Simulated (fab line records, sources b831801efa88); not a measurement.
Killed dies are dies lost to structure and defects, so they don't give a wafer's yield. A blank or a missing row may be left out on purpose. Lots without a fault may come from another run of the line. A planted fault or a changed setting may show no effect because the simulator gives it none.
Chamber matching | flow gf180mcu | GF_V2_CMP_26 on cmp-02: 4 sister chambers
The step polishes, stops on SiO2, t overpolish 15 s, target thk 0 nm. 4 wafers are shown with their chamber, then 12 later ones without.

WAFERS WITH THEIR CHAMBER
wafer  | chamber | motor_current_A (A)
L089.2 | 0       | 10.8
L089.6 | 2       | 14.7
L090.1 | 1       | 9.8
L090.5 | 3       | 10.7

WAFERS WITHOUT THEIR CHAMBER
wafer  | motor_current_A (A)
L091.4 | 9.4
L091.5 | 10.9
L091.6 | 11.1
L093.3 | 14.2
L093.4 | 11.1
L093.6 | 11.4
L094.3 | 14.2
L094.4 | 9.8
L094.5 | 14.8
L095.2 | 11.1
L095.3 | 10.2
L095.4 | 11.7

WHICH CHAMBER EACH WENT THROUGH
wafer  | from the rows above          | in truth
L091.4 | 1                            | 1
L091.5 | can't be placed: 0 or 3      | 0
L091.6 | can't be placed: 0 or 3      | 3
L093.3 | 2                            | 2
L093.4 | can't be placed: 0 or 3      | 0
L093.6 | can't be placed: 0 or 3      | 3
L094.3 | 2                            | 2
L094.4 | 1                            | 1
L094.5 | 2                            | 2
L095.2 | can't be placed: 0 or 3      | 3
L095.3 | can't be placed: 1 or 3 or 0 | 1
L095.4 | can't be placed: 0 or 3      | 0
Placed correctly: 5 of 12. Can't be placed from these rows: 7 (the true chamber is among the candidates in 7). Placed wrongly: 0.
How it was worked out, from the rows above alone: a wafer's distance from a chamber is the root of the sum, over the readings, of the square of ((its reading less the chamber's mean) divided by the reading's scatter). The wafer belongs to the nearest chamber; if the next one is less than 2 further off, it can't be placed. A chamber's mean is the mean of its shown wafers. The scatter: with one shown wafer a chamber, the root of the mean of the squares of how far each hidden wafer lies from its nearest shown one.
